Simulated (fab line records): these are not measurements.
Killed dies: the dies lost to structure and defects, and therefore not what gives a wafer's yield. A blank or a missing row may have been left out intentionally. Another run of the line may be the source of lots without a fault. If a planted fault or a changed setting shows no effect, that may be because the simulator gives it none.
fab line records	flow gf180mcu
[record] lots = 12	wafers = 36	last-day = 34
route steps=602 shown NWELL@51 HV_LDD@213 PSD@259 V1@339
lots that met no fault: taken from a fault-free run of the same line
start-h: start of the lot's first displayed wafer, in hours after the record's first day	wait-h: hours elapsed since this lot's preceding step	" the same as in the row above	L1.1+2: a single row standing in for several wafers	- no value, or no start was given	* or withheld: withheld	< > ~ a bound
route shown NAME@n: a module of which the file shows steps, and the number in the route of the first	usual: the fault-free wafers' mean and standard deviation	same: alike in all rows	chamber/n: place in a boat	sites: the reading at each site	_std_site: the values' standard deviation	_edge_site: inner sites' mean taken away from outer sites' mean	radius-mm: for every site, how far away it sits from the centre of the wafer	mask NAME#n: copy n	behind: the last tool/chamber to shape the wafer	hold: cause of the lot's hold/its duration in hours/its outcome	device: whichever transistor did not switch (one of n, p or np)	end of line: at the end of the route, the tests of the same wafers	where a step has no rows: the recipe by itself	killed: dies that structure and defects cost at the first sort, which is not the same as the wafer's yield	map: the dies of a wafer, with x for killed, . for not killed, _ for no die there
set.NAME: the run value of the setting; set.NAME@STEP: its run value at that earlier step	model.NAME: the simulator's own value behind a step, which no gauge read
steps of the route over a sample of lots; a table a step, a row a wafer
services: a tool's chamber out of use, with start hour (start-h, from the record's first day; less than 0 if before it), hours out, and reason
[[steps]]
[step GF_NWELL_IMPLANT_09]
[recipe] species = P	energy-kev = 160	dose-cm2 = 4e+12	tilt-deg = 0
lot.wafer	tool	chamber	start-h	wait-h
L497.4+5+6	implanter-02	0	55.52	0.1
L497.4+5+6	implanter-02	0	55.84	0.3
L498.3+4+5	implanter-02	0	59.64	0.1
L499.2+4+5	implanter-02	0	69.37	0.1
L499.2+4+5	implanter-02	0	69.82	0.4
L500.3+4+6	implanter-02	0	73.43	0.1
L501.3+5+6	implanter-02	0	77.90	0.1
L501.3+5+6	implanter-02	0	78.21	0.3
L502.3+5+6	implanter-03	0	82.40	0.1
L509.1+4+5	implanter-03	0	122.18	0.1
L510.2+3+4	implanter-03	0	127.37	0.1
L513.3+4+5	implanter-04	0	143.19	0.1
L515.2+4+6	implanter-03	0	155.40	0.1
L519.3+4+6	implanter-04	0	177.45	0.1
L520.1+3+4	implanter-02	0	181.34	0.1
[step GF_NWELL_TW_MEAS_11]
[usual] NWELL_TW = 1573/17
lot.wafer	tool	chamber	start-h	wait-h	NWELL_TW
L497.4	film-metro-04	-	56.04	0.1	1669
L497.5	"	-	"	"	1666
L497.6	"	-	"	"	1659
L498.3	film-metro-02	-	59.86	0.1	1573
L498.4	"	-	"	"	1561
L498.5	"	-	"	"	1561
L499.2	film-metro-02	-	70.12	0.1	1637
L499.4	"	-	"	"	1621
L499.5	"	-	"	"	1634
L500.3	film-metro-04	-	73.65	0.1	1593
L500.4	"	-	"	"	1584
L500.6	"	-	"	"	1589
L501.3	film-metro-02	-	78.43	0.1	1646
L501.5	"	-	"	"	1651
L501.6	"	-	"	"	1632
L502.3	film-metro-04	-	82.62	0.1	1588
L502.5	"	-	"	"	1579
L502.6	"	-	"	"	1583
L509.1	film-metro-02	-	122.43	0.1	1552
L509.4	"	-	"	"	1554
L509.5	"	-	"	"	1550
L510.2	film-metro-02	-	127.61	0.1	1552
L510.3	"	-	"	"	1549
L510.4	"	-	"	"	1545
L513.3	film-metro-04	-	143.41	0.1	1588
L513.4	"	-	"	"	1583
L513.5	"	-	"	"	1584
L515.2	film-metro-01	-	155.64	0.1	1542
L515.4	"	-	"	"	1541
L515.6	"	-	"	"	1536
L519.3	film-metro-04	-	177.67	0.1	1585
L519.4	"	-	"	"	1585
L519.6	"	-	"	"	1586
L520.1	film-metro-04	-	181.59	0.1	1587
L520.3	"	-	"	"	1589
L520.4	"	-	"	"	1595
[step GF_VT_IMPLANT_RS_MEAS_47]
[recipe] thk-meas-gauge = four-point-probe
[usual] NWELL_RS = 488.4/1.2
lot.wafer	tool	chamber	start-h	wait-h	NWELL_RS[ohm/sq]
L497.4	film-metro-04	-	157.29	0.1	428.5
L497.5	"	-	"	"	429.4
L497.6	"	-	"	"	429.3
L498.3	film-metro-04	-	163.80	0.1	489.7
L498.4	"	-	"	"	487.9
L498.5	"	-	"	"	488.0
L499.2	film-metro-02	-	173.90	0.1	431.9
L499.4	"	-	"	"	431.5
L499.5	"	-	"	"	431.5
L500.3	film-metro-02	-	180.77	0.1	488.3
L500.4	"	-	"	"	489.8
L500.6	"	-	"	"	486.8
L501.3	film-metro-04	-	183.47	0.1	431.1
L501.5	"	-	"	"	430.4
L501.6	"	-	"	"	428.6
L502.3	film-metro-02	-	189.57	0.1	488.9
L502.5	"	-	"	"	490.0
L502.6	"	-	"	"	491.3
L509.1	film-metro-04	-	237.30	0.1	487.1
L509.4	"	-	"	"	487.9
L509.5	"	-	"	"	487.3
L510.2	film-metro-01	-	244.84	0.1	487.4
L510.3	"	-	"	"	488.5
L510.4	"	-	"	"	487.5
L513.3	film-metro-02	-	263.84	0.1	490.5
L513.4	"	-	"	"	490.0
L513.5	"	-	"	"	489.8
L515.2	film-metro-01	-	277.39	0.1	488.6
L515.4	"	-	"	"	487.7
L515.6	"	-	"	"	488.6
L519.3	film-metro-04	-	306.11	0.1	489.4
L519.4	"	-	"	"	489.0
L519.6	"	-	"	"	488.3
L520.1	film-metro-02	-	311.37	0.1	489.1
L520.3	"	-	"	"	489.1
L520.4	"	-	"	"	487.8
[step GF_HV_LDD_STRIP_37]
[recipe] chemistry = O2/N2	power-w = 1400	pressure-mtorr = 1500	platen-temp-c = 250	o2-flow-sccm = 3000	n2-flow-sccm = 300	overash-fraction = 0.5
[usual] chamber-pressure-mTorr = 1500.0/1.2	drypump-motor-current-A = 5.8/0.33	heater-power-w = 345/13	n2-flow-sccm = 300.0/0.93	oes-product-au = 0.716/0.0043	strip-time-to-endpoint-s = 12.63/0.03
lot.wafer	tool	chamber	start-h	wait-h	chamber-pressure-mTorr	drypump-motor-current-A	heater-power-w	n2-flow-sccm	oes-product-au	rf-hours-counter-h	strip-time-to-endpoint-s
L497.4	plasma-asher-01	0	260.77	0.1	1498.4	5.3	312	300.7	0.713	-	12.63
L497.5	"	0	"	"	1501.5	5.3	326	300.6	0.715	-	12.61
L497.6	"	1	"	"	1499.8	6.1	338	300.8	0.716	-	12.59
L498.3	plasma-asher-03	0	261.67	0.1	1500.2	5.8	352	300.9	0.710	-	12.67
L498.4	"	1	"	"	1499.1	5.9	353	297.9	0.718	-	12.68
L498.5	"	1	"	"	1498.4	5.9	353	298.7	0.717	-	12.65
L500.3	plasma-asher-02	0	283.45	0.1	1499.9	6.2	341	300.4	0.715	-	12.58
L500.4	"	1	"	"	1498.8	5.6	353	300.8	0.712	-	12.62
L500.6	"	1	"	"	1500.1	5.6	360	300.8	0.720	-	12.64
L499.2	plasma-asher-02	0	284.93	0.1	1499.5	6.3	348	299.9	0.717	62	12.65
L499.4	"	1	"	"	1498.9	5.6	367	299.9	0.713	-	12.69
L499.5	"	0	"	"	1500.0	6.3	341	299.8	0.722	-	12.67
L501.3	plasma-asher-01	0	285.62	0.1	1498.1	5.2	321	299.7	0.710	-	12.60
L501.5	"	1	"	"	1501.2	6.1	338	298.8	0.721	-	12.58
L501.6	"	0	"	"	1499.6	5.3	321	300.2	0.719	-	12.61
L502.3	plasma-asher-01	0	301.72	0.1	1497.1	5.3	314	301.6	0.721	-	12.61
L502.5	"	0	"	"	1498.4	5.3	320	300.7	0.709	-	12.62
L502.6	"	1	"	"	1500.1	6.1	346	301.1	0.719	-	12.68
L509.1	plasma-asher-02	1	344.89	0.1	1502.5	5.6	356	300.7	0.717	68	12.63
L509.4	"	0	"	"	1498.7	6.3	342	298.9	0.710	-	12.61
L509.5	"	1	"	"	1499.8	5.6	354	300.3	0.713	-	12.66
L510.2	plasma-asher-02	0	356.74	0.1	1499.8	6.3	345	300.9	0.712	69	12.59
L510.3	"	1	"	"	1499.8	5.6	363	302.0	0.717	-	12.63
L510.4	"	0	"	"	1499.2	6.2	353	299.6	0.719	-	12.57
L513.3	plasma-asher-03	1	375.46	0.1	1500.6	5.9	347	299.2	0.715	-	12.61
L513.4	"	0	"	"	1498.9	5.8	347	299.7	0.716	-	12.64
L513.5	"	1	"	"	1500.5	5.9	346	298.7	0.710	-	12.64
L515.2	plasma-asher-02	0	393.88	0.1	1499.4	6.3	333	300.5	0.723	73	12.62
L515.4	"	0	"	"	1500.0	6.3	352	301.3	0.715	-	12.59
L515.6	"	0	"	"	1499.7	6.3	345	300.7	0.719	-	12.57
L519.3	plasma-asher-01	0	426.14	0.1	1499.3	5.2	320	300.5	0.720	-	12.64
L519.4	"	1	"	"	1501.1	6.1	336	300.7	0.713	-	12.64
L519.6	"	1	"	"	1500.6	6.1	344	300.0	0.707	-	12.63
L520.1	plasma-asher-01	1	436.18	0.1	1501.3	6.1	333	300.6	0.715	79	12.65
L520.3	"	0	"	"	1499.1	5.3	312	301.0	0.713	-	12.64
L520.4	"	1	"	"	1501.1	6.1	346	299.8	0.721	-	12.61
[step GF_PSD_TW_MEAS_11]
[usual] PSD_TW = 3148/33
lot.wafer	tool	chamber	start-h	wait-h	PSD_TW
L497.4	film-metro-03	-	325.15	0.1	3133
L497.5	"	-	"	"	3128
L497.6	"	-	"	"	3148
L498.3	film-metro-01	-	326.70	0.1	3107
L498.4	"	-	"	"	3114
L498.5	"	-	"	"	3131
L500.3	film-metro-04	-	348.85	0.1	3187
L500.4	"	-	"	"	3204
L500.6	"	-	"	"	3200
L499.2	film-metro-04	-	349.44	0.1	3206
L499.4	"	-	"	"	3182
L499.5	"	-	"	"	3192
L501.3	film-metro-03	-	351.35	0.1	3157
L501.5	"	-	"	"	3156
L501.6	"	-	"	"	3142
L502.3	film-metro-01	-	368.68	0.1	3119
L502.5	"	-	"	"	3122
L502.6	"	-	"	"	3114
L509.1	film-metro-01	-	415.98	0.1	3119
L509.4	"	-	"	"	3132
L509.5	"	-	"	"	3136
L510.2	film-metro-01	-	428.12	0.1	3127
L510.3	"	-	"	"	3107
L510.4	"	-	"	"	3122
L513.3	film-metro-01	-	450.18	0.1	3129
L513.4	"	-	"	"	3135
L513.5	"	-	"	"	3119
L515.2	film-metro-03	-	471.77	0.1	3112
L515.4	"	-	"	"	3126
L515.6	"	-	"	"	3124
L519.3	film-metro-04	-	502.21	0.1	3203
L519.4	"	-	"	"	3203
L519.6	"	-	"	"	3208
L520.1	film-metro-03	-	511.98	0.1	3138
L520.3	"	-	"	"	3130
L520.4	"	-	"	"	3119
[step GF_V1_CMP_04]
[recipe] material = SiO2	down-force-psi = 4	platen-rpm = 60	pad-velocity-m-s = 0.94248
[usual] motor-current-A = 11.7/0.64	retaining-ring-pressure-frac = 1.000/0.0051	time-to-endpoint-s = 81/6.1
lot.wafer	tool	chamber	start-h	wait-h	motor-current-A	retaining-ring-pressure-frac	time-to-endpoint-s
L497.4	cmp-01	2	394.63	0.1	11.4	0.996	79
L497.5	"	0	"	"	12.1	0.997	87
L497.6	"	1	"	"	10.7	1.001	80
L498.4	cmp-01	1	396.76	0.0	11.0	1.003	86
L498.3	"	2	"	"	12.2	1.001	73
L498.5	"	1	"	"	10.4	0.988	85
L500.4	cmp-01	0	420.87	0.1	12.6	1.003	95
L500.3	"	1	"	"	10.2	1.004	86
L500.6	"	2	"	"	12.2	0.995	86
L499.4	cmp-02	1	421.21	0.0	11.5	1.002	88
L499.2	"	2	"	"	11.6	0.999	83
L499.5	"	2	"	"	12.1	0.997	83
L501.3	cmp-01	0	424.27	0.1	12.5	1.001	88
L501.5	"	2	"	"	12.4	1.002	82
L501.6	"	3	"	"	11.9	1.006	85
L502.3	cmp-02	1	443.09	0.1	11.4	1.000	84
L502.5	"	3	"	"	11.5	1.008	87
L502.6	"	0	"	"	11.6	1.006	92
L509.4	cmp-01	0	492.12	0.1	12.5	0.998	89
L509.1	"	1	"	"	10.8	1.003	84
L509.5	"	0	"	"	12.3	1.001	92
L510.4	cmp-02	1	506.06	0.1	11.5	1.006	87
L510.2	"	2	"	"	12.3	1.001	77
L510.3	"	3	"	"	11.5	1.003	86
L513.3	cmp-01	3	526.41	0.0	12.0	0.998	78
L513.4	"	0	"	"	12.8	0.999	93
L513.5	"	3	"	"	12.1	1.002	84
L515.4	cmp-01	0	547.38	0.1	12.6	0.998	84
L515.2	"	2	"	"	11.7	0.994	70
L515.6	"	3	"	"	12.2	0.998	77
L519.4	cmp-02	3	575.47	0.0	11.3	0.992	75
L519.3	"	1	"	"	11.4	0.991	72
L519.6	"	0	"	"	11.0	1.005	80
L520.4	cmp-02	2	583.39	0.0	11.9	1.001	82
L520.1	"	3	"	"	11.6	1.005	72
L520.3	"	0	"	"	12.0	0.994	83
[[services]]
tool	chamber	start-h	hours	kind
implanter-02	-	48.68	3.3	pm
cmp-01	-	62.12	1.2	repair
cmp-01	-	63.34	4.4	pm
cmp-01	-	98.54	0.6	repair
cmp-01	-	144.02	1.2	repair
cmp-01	-	159.97	4.1	pm
cmp-01	-	166.03	0.3	repair
cmp-01	-	232.30	4.0	pm
cmp-01	-	278.26	1.0	repair
cmp-01	-	284.56	1.8	repair
implanter-02	-	296.93	3.4	repair
cmp-01	-	303.76	0.2	repair
implanter-02	-	330.89	2.9	repair
cmp-01	-	354.37	0.4	repair
cmp-01	-	361.24	1.6	repair
implanter-02	-	381.07	1.1	repair
implanter-02	-	407.76	2.7	repair
cmp-01	-	411.79	8.7	repair
implanter-02	-	447.97	2.1	pm
cmp-01	-	507.58	0.9	repair
cmp-01	-	528.97	4.6	pm
implanter-02	-	537.68	5.3	pm
implanter-02	-	559.54	1.2	repair
implanter-02	-	566.84	0.9	repair
[[key]]
[first-sign] step = GF_NWELL_IMPLANT_09	reading = visit	direction = added
[effect] step = GF_NWELL_TW_MEAS_11	reading = NWELL_TW	direction = up	sigmas = 4.3	usual = 1573	struck = 1646
[effect] step = GF_VT_IMPLANT_RS_MEAS_47	reading = NWELL_RS	direction = down	sigmas = 48	usual = 488.4	struck = 430.2
met-at GF_NWELL_IMPLANT_09
struck-lots L497,L499,L501
tester-left-out L497,L499,L501
not-acting-at GF_HV_LDD_STRIP_37,GF_PSD_TW_MEAS_11,GF_V1_CMP_04
[fault] kind = repeated-step-whole	tool = implanter-02,implanter-03,implanter-04	chamber = -	onset-h = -	steps = GF_NWELL_IMPLANT_09	times = 1	scope = struck-lots-only
// tester-left-out: of these lots the tester's yield and bins aren't shown, on N5 and GAA mostly nor the transistor test; their killed dies are dies lost to structure and defects alone, not to doping, threshold or leakage, so they don't give the yield
